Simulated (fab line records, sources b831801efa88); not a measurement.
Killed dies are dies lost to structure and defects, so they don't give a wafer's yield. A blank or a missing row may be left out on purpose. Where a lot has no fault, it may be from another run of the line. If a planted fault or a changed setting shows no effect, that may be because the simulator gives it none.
One fault through the eyes of 2 desks ; flow sky130 ; numbers are kept per desk, each desk with only its own; the story behind them comes last

== FROM THE METROLOGY DESK ==
What the gauges read, lot by lot, whatever tool the lot ran on: means of the sampled wafers that have a number. Marked OUT: a lot whose mean sits more than 4 standard deviations from the usual mean, which makes it out of limits; the brackets give that distance.
Columns: A = GATE_OXIDE_TW at SKY_GATE_OXIDE_TW_MEAS_14, usual 224.4; B = POLY_GATE_CVD_00_THK at SKY_POLY_GATE_THK_MEAS_01, usual 178.8 nm; C = POLY_GATE_OXIDATION_THK at SKY_POLY_GATE_THK_MEAS_21, usual 3.98 nm
lot;first seen here;A;B;C
L664;day 13 17:06;224.4;175.6;4.01
L665;day 13 23:40;224.8;178.3;3.97
L666;day 14 11:43;225.2;180.3;3.98
L667;day 15 01:13;223.7;178.0;4.14
L668;day 15 11:16;223.2;177.7;4.02
L669;day 15 14:22;224.0;177.9;3.87
L670;day 16 00:16;225.4;179.3;4.03
L674;day 17 06:37;224.6;176.5;4.03
L675;day 17 16:25;224.6;180.5;3.94
L682;day 20 11:19;225.6;181.5;3.92
L684;day 21 03:36;223.8;177.2;3.84
L685;day 21 06:33;224.2;180.0;3.92
L686;day 21 17:44;224.1;178.1;3.92
L687;day 21 21:28;225.3;177.5;4.04
This desk's finding: nothing out of limits on any of the 14 lots.

== DESK OF THE TOOL OWNER: implanter-02 ==
The tool's own readings at SKY_LDD_N_IMPLANT_13: means of the sampled wafers that have a number, for each lot that ran on this tool. Marked OUT: a lot whose mean sits more than 4 standard deviations from the usual mean, which makes it out of limits; the brackets give that distance.
Columns: A = beam-energy-keV at SKY_LDD_N_IMPLANT_13, usual 50.000; B = rotation-deg at SKY_LDD_N_IMPLANT_13, usual 89.999 degrees
lot;first seen here;A;B
L665;day 17 22:39;49.999;90.014
L666;day 18 08:30;50.011;90.032
L668;day 19 11:56;50.024;90.007
L669;day 19 17:28;49.992;89.975
L674;day 21 10:05;52.498 (+99 or more) OUT;90.015
L675;day 21 21:53;52.500 (+99 or more) OUT;90.003
L684;day 25 05:34;50.008;90.018
L685;day 25 07:24;50.027;89.979
L686;day 25 19:37;50.005;90.016
L687;day 25 22:36;50.000;89.981
This desk's finding: out of limits on L674, L675; first on L674, day 21 10:05 (beam-energy-keV at SKY_LDD_N_IMPLANT_13). In limits: L665, L666, L668, L669, L684, L685, L686, L687.

== TAKEN TOGETHER ==
The tool owner's desk had the chance to raise an alarm at day 21 10:05 on L674, L675.
Metrology desk: nothing out of limits seen.
The metrology desk has L674, L675 on record, within its limits.
Every lot named ran SKY_LDD_N_IMPLANT_13 on implanter-02.

== WHAT THE SIMULATOR HAD PUT IN ==
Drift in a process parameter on implanter-02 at SKY_LDD_N_IMPLANT_13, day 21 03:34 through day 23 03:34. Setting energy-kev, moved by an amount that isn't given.
Shown lots that were struck: L674, L675.
Hours from the fault's start to each desk's first reading out of limits: the tool owner's desk, 7.
